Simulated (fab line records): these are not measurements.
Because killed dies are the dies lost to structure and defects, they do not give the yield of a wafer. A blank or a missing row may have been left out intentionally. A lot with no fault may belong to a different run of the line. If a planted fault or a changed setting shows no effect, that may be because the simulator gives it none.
Struck lot and sound lot, side by side || flow gf180mcu || 49 steps out of a route of 602
Sound: wafers L602.1, L602.4, L602.5. The struck wafers were L607.3, L607.4, L607.5. At the end, the cause is stated.
Per side, at each step with rows, come the tool, then ch with its chambers, and then its first start. Under that, the readings that differ: sound wafers || struck wafers || difference of the means || sigmas: that difference in standard deviations of wafers without a fault.
alike: readings whose means differ by less than 2 such deviations, and words and numbers that are the same on both sides. not compared: withheld readings, readings that some wafer has no value for, bounds like >300 that may hide the same value, and numbers for which the record gives no deviation and whose values overlap.
A row with sigmas, a row that says differs or no value, or rows on one side alone: a step with any of these is where the two part. Numbers that don't overlap but have no deviation are shown without sigmas and don't part them. A reading missing from all wafers of one side parts the sides only when that side holds two or more wafers.

first, 1 step without rows for these wafers: GF_STI_OXIDATION_21 (stabilise 600 s, purge 300 s, target thk 15 nm).
GF_STI_THK_MEAS_22:
  sound: film_metro-04 at day 4 02:47; struck: film_metro-02 at day 5 03:35
  alike: STI_OXIDATION_01_THK
then, 1 step without rows for these wafers: GF_STI_CVD_23 (deposits SiO2, target thk 650 nm, time 108.3 s).
GF_STI_THK_MEAS_24:
  sound: film_metro-03 at day 4 02:55; struck: film_metro-03 at day 5 03:43
{"reading": "STI_CVD_23_THK (nm)", "sound": "643 643 639", "struck": "656 666 668", "difference": "+22", "sigmas": "+2"}
GF_STI_CMP_25: polishes, stops on Si3N4, t overpolish 33 s, target thk 524.6 nm.
  sound on cmp-02 ch 2,3, day 4 03:02; struck on cmp-02 ch 0,3, day 5 03:49
  alike: edge_zone_pressure_frac, motor_current_A, overpolish_run_s, time_to_endpoint_s
then, 4 steps without rows for these wafers: GF_STI_WET_ETCH_26 (etches SiO2 in dHF, target depth 94 nm, time 188 s); GF_STI_WET_ETCH_27 (etches Si3N4 in H3PO4, target depth 160 nm, time 1825 s); GF_STI_WET_ETCH_28 (etches SiO2 in dHF, target depth 20 nm, time 40 s); GF_STI_OXIDATION_29 (stabilise 600 s, purge 300 s, target thk 10 nm).
GF_STI_THK_MEAS_30:
  sound: film_metro-03 at day 4 05:55; struck: film_metro-04 at day 5 06:04
  alike: STI_OXIDATION_02_THK
then, 2 steps without rows for these wafers: GF_DNWELL_DEHYDRATE_00 (time 60 s); GF_DNWELL_HMDS_01 (prime time 60 s).
GF_DNWELL_COAT_02: resist thk 3000 nm.
  sound on litho_track-01 ch 0, day 4 12:29; struck on litho_track-01 ch 0, day 5 12:59
{"reading": "model.coat_of_DNWELL_COAT_02.thk_nm (nm)", "sound": "2988 2984 2994", "struck": "1343 1342 1344", "difference": -1646, "sigmas": ""}
  alike: resist_line_temp_C
then, 3 steps without rows for these wafers: GF_DNWELL_SOFTBAKE_03; GF_DNWELL_EXPOSE_04 (exposes mask DNWELL, target cd 1700 nm); GF_DNWELL_PEB_05.
GF_DNWELL_DEVELOP_06: develop time 60 s.
  sound: litho_track-04 ch 0; struck: litho_track-04 ch 0
{"reading": "model.coat_of_DNWELL_COAT_02.thk_nm (nm)", "sound": "2987 2983 2993", "struck": "1342 1341 1343", "difference": -1646, "sigmas": ""}
{"reading": "model.DNWELL.cd_nm (nm)", "sound": "1698 1701 1702", "struck": "1839 1837 1837", "difference": "+137", "sigmas": ""}
  alike: resist_line_temp_C
following that, these wafers have no rows for 1 step: GF_DNWELL_IMPLANT_07.
GF_DNWELL_STRIP_08: strips in O2/N2.
  sound on plasma_asher-04 ch 0,1, day 4 19:25; struck on plasma_asher-04 ch 0,1, day 5 20:48
{"reading": "strip_time_to_endpoint_s (s)", "sound": "36.81 36.75 36.88", "struck": "17.60 17.57 17.61", "difference": -19.22, "sigmas": "-99 or more"}
  alike: drypump_motor_current_A, heater_power_w, oes_product_au
  not compared: rf_hours_counter_h
GF_DNWELL_TW_MEAS_09:
  sound: film_metro-02 at day 4 19:31; struck: film_metro-02 at day 5 20:53
  alike: DNWELL_TW
then, 7 steps without rows for these wafers: GF_NWELL_DEHYDRATE_00 (time 60 s); GF_NWELL_HMDS_01 (prime time 60 s); GF_NWELL_COAT_02 (resist thk 3000 nm); GF_NWELL_SOFTBAKE_03; GF_NWELL_EXPOSE_04 (exposes mask Nwell, target cd 860 nm); GF_NWELL_PEB_05; GF_NWELL_DEVELOP_06 (develop time 60 s).
GF_NWELL_OVL_MEAS_07:
  sound: overlay-01 at day 5 10:04; struck: overlay-01 at day 6 11:44
  alike: NWELL_OVL
then, 2 steps without rows for these wafers: GF_NWELL_IMPLANT_08; GF_NWELL_IMPLANT_09.
GF_NWELL_STRIP_10: strips in O2/N2.
  sound on plasma_asher-04 ch 0,1, day 5 10:25; struck on plasma_asher-03 ch 0,1, day 6 12:05
{"reading": "heater_power_w (W)", "sound": "349 363 374", "struck": "319 300 301", "difference": -55, "sigmas": -2}
{"reading": "strip_time_to_endpoint_s (s)", "sound": "36.74 36.72 36.73", "struck": "37.09 37.06 37.09", "difference": "+0.35", "sigmas": "+3"}
  alike: drypump_motor_current_A, oes_product_au
  not compared: rf_hours_counter_h
GF_NWELL_TW_MEAS_11:
  sound: film_metro-03 at day 5 10:31; struck: film_metro-03 at day 6 12:11
{"reading": "NWELL_TW", "sound": "1560 1565 1557", "struck": "1905 1902 1897", "difference": "+341", "sigmas": "+23"}
then, 7 steps without rows for these wafers: GF_LVPWELL_DEHYDRATE_00 (time 60 s); GF_LVPWELL_HMDS_01 (prime time 60 s); GF_LVPWELL_COAT_02 (resist thk 3000 nm); GF_LVPWELL_SOFTBAKE_03; GF_LVPWELL_EXPOSE_04 (exposes mask LVPWELL, target cd 600 nm); GF_LVPWELL_PEB_05; GF_LVPWELL_DEVELOP_06 (develop time 60 s).
GF_LVPWELL_OVL_MEAS_07:
  sound: overlay-02 at day 6 01:13; struck: overlay-01 at day 7 03:23
  alike: LVPWELL_OVL
then, 2 steps without rows for these wafers: GF_LVPWELL_IMPLANT_08; GF_LVPWELL_IMPLANT_09.
GF_LVPWELL_TW_MEAS_11:
  sound: film_metro-01 at day 6 01:40; struck: film_metro-03 at day 7 03:49
{"reading": "LVPWELL_TW", "sound": "565 568 564", "struck": "1511 1523 1524", "difference": "+954", "sigmas": "+99 or more"}
GF_MVSD_TW_MEAS_11:
  sound: film_metro-04 at day 6 17:19; struck: film_metro-04 at day 7 20:46
{"reading": "MVSD_TW", "sound": "1573 1572 1576", "struck": "1920 1930 1923", "difference": "+351", "sigmas": "+21"}
GF_MVPSD_TW_MEAS_11:
  sound: film_metro-03 at day 7 09:00; struck: film_metro-04 at day 8 13:31
{"reading": "MVPSD_TW", "sound": "549 549 552", "struck": "1525 1527 1524", "difference": "+975", "sigmas": "+99 or more"}
GF_VT_IMPLANT_TW_MEAS_10:
  sound: film_metro-04 at day 8 01:07; struck: film_metro-01 at day 9 06:50
{"reading": "VT_IMPLANT_TW", "sound": "561 561 560", "struck": "1545 1546 1545", "difference": "+985", "sigmas": "+99 or more"}
GF_VT_IMPLANT_TW_MEAS_21:
  sound: film_metro-02 at day 8 17:40; struck: film_metro-01 at day 10 00:08
{"reading": "VT_IMPLANT_2_TW", "sound": "1217 1212 1215", "struck": "1751 1760 1745", "difference": "+537", "sigmas": "+55"}
GF_VT_IMPLANT_TW_MEAS_32:
  sound: film_metro-01 at day 9 10:25; struck: film_metro-04 at day 10 17:37
{"reading": "VT_IMPLANT_3_TW", "sound": "270.3 271.4 270.7", "struck": "1500.6 1490.1 1503.5", "difference": "+1227.3", "sigmas": "+99 or more"}
following that, these wafers have no rows for 1 step: GF_PASSIVATION_PROBE_99.

== WHERE THEY PART ==
Last at GF_VT_IMPLANT_TW_MEAS_32 as far as this record goes, first at GF_STI_THK_MEAS_24.

WHY: the cause the simulator had injected
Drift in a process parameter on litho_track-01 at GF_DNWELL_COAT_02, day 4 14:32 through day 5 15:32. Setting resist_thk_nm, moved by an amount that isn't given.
